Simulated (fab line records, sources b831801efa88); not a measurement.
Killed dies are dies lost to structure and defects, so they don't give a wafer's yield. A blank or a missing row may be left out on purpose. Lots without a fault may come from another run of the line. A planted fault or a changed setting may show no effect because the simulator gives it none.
Problem report in the 8D (eight disciplines) form, filled by code | flow sky130 | the parts of the form that need people (team, actions taken, sign-off) are left out

1. THE PROBLEM
beam_on_s at SKY_LDD_N_IMPLANT_12 reads a mean of 14.01 s on 6 wafers of 2 lots; wafers without a fault read 9.97 s with a standard deviation of 0.19. That is +21 standard deviations from the usual mean.
First seen on wafer L300.1, day 23 11:56, on implanter-03. The record holds 18 wafers of 6 lots with a number at this step. Rule for "out", or "out of limits": more than 4 standard deviations from the usual mean. The other wafers with a number count as sound.

2. WHAT IT IS AND WHAT IT IS NOT
question                    | is                            | is not
which readings at this step | beam_on_s, faraday_current_uA | beam_energy_keV
which lots                  | L300, L301                    | L286, L287, L288, L303
which wafers of those lots  | all that have a number        | -
read on which tools         | implanter-03                  | implanter-01
when                        | from day 23 11:56             | up to then (9 sound wafers); but 3 sound wafers of L303 came after

3. SUSPECTS, AND WHAT RULES EACH OUT
Counting: a tool at a process step up to the reading stays a suspect if it ran every lot that is out and no sound lot after the first of them.
- implanter-03 at SKY_LDD_N_IMPLANT_12: kept. It ran every lot that is out, first L300 (day 23 11:56), and no sound lot after that; its last sound lot up to then is L288 (day 19 02:23). Its own readings are out on those wafers: beam_on_s, faraday_current_uA.
Left after counting: implanter-03 at SKY_LDD_N_IMPLANT_12.

4. THE CAUSE (what the simulator had put in)
Process parameter drift: implanter-03, from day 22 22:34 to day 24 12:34, at SKY_LDD_N_IMPLANT_12. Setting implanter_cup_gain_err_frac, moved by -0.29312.
Counting left only this tool.

5. THE CHAIN OF EFFECTS, in route order
Each row: a reading whose mean over the struck wafers that have a number lies more than 3 standard deviations from the usual. Only readings for which the record gives a usual standard deviation are gone through. hours: the time from each lot's start at the first step in this table that gives one to its start at this step, as a median over the lots. sigmas: the change in usual standard deviations.
hours | step                 | reading            | usual  | on struck wafers | change | sigmas
0     | SKY_LDD_N_IMPLANT_12 | beam_on_s          | 9.97 s | 14.01            | +4.04  | +21
0     | SKY_LDD_N_IMPLANT_12 | faraday_current_uA | 28.3   | 20.1             | -8.2   | -15
The process steps in it:
- SKY_LDD_N_IMPLANT_12

6. WHAT WOULD HAVE CAUGHT IT SOONER
In this record the first reading out of limits was taken at day 23 11:56, 13 hours after the fault began at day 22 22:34.
